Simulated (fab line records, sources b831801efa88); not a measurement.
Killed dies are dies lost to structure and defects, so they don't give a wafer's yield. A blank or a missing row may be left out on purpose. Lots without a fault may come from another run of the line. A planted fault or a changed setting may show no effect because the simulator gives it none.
Problem report in the 8D (eight disciplines) form, filled by code | flow sky130 | the parts of the form that need people (team, actions taken, sign-off) are left out

1. THE PROBLEM
chamber_pressure_pa at SKY_CAP2M_SPUTTER_02 reads a mean of 0.4141 Pa on 2 wafers of 2 lots; wafers without a fault read 0.4001 Pa with a standard deviation of 0.00091. That is +15 standard deviations from the usual mean.
The step: material TiN, target thk 200 nm, time 166.7 s.
First seen on wafer L657.3, day 42 01:25, on pvd_sputter-02. The record holds 42 wafers of 14 lots with a number at this step. Rule for "out", or "out of limits": more than 4 standard deviations from the usual mean. The other wafers with a number count as sound.

2. WHAT IT IS AND WHAT IT IS NOT
question                    | is                  | is not
which readings at this step | chamber_pressure_pa | throttle_valve_pct
which lots                  | L657, L660          | L652, L654, L656, L658, L666, L667, L668, L669, L670, L673, L674, L675
which wafers of those lots  | L657.3, L660.1      | L657.2, L657.6, L660.2, L660.6
read on which tools         | pvd_sputter-02      | pvd_sputter-03, pvd_sputter-04
when                        | from day 42 01:25   | up to then (11 sound wafers); but 29 sound wafers of L658, L660, L666, L667, L668, L669, L670, L673, L674, L675 came after

3. SUSPECTS, AND WHAT RULES EACH OUT
Counting: a tool at a process step up to the reading stays a suspect if it ran every lot that is out. Sound lots after the first of them don't rule it out here, since some wafers of a struck lot are sound.
- pvd_sputter-02 at SKY_CAP2M_SPUTTER_02 (material TiN, target thk 200 nm, time 166.7 s): kept. It ran every lot that is out, first L657 (day 42 01:25); its last sound lot up to then is L656 (day 41 14:49). Its own readings are out on those wafers: chamber_pressure_pa.
Left after counting: pvd_sputter-02 at SKY_CAP2M_SPUTTER_02.

4. THE CAUSE (what the simulator had put in)
Process parameter drift: pvd_sputter-02, from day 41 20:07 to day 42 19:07, at SKY_CAP2M_SPUTTER_02. Setting chamber_pressure_pa, moved by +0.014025, from 0.4. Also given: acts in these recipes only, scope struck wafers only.
Counting left only this tool.

5. THE CHAIN OF EFFECTS, in route order
Each row: a reading whose mean over the struck wafers that have a number lies more than 3 standard deviations from the usual. Only readings for which the record gives a usual standard deviation are gone through. hours: the time from each lot's start at the first step in this table that gives one to its start at this step, as a median over the lots. sigmas: the change in usual standard deviations.
hours | step                 | reading             | usual     | on struck wafers | change  | sigmas
0     | SKY_CAP2M_SPUTTER_02 | chamber_pressure_pa | 0.4001 Pa | 0.4141           | +0.0140 | +15
The process steps in it:
- SKY_CAP2M_SPUTTER_02: material TiN, target thk 200 nm, time 166.7 s.

6. WHAT WOULD HAVE CAUGHT IT SOONER
In this record the first reading out of limits was taken at day 42 01:25, 5 hours after the fault began at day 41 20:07.
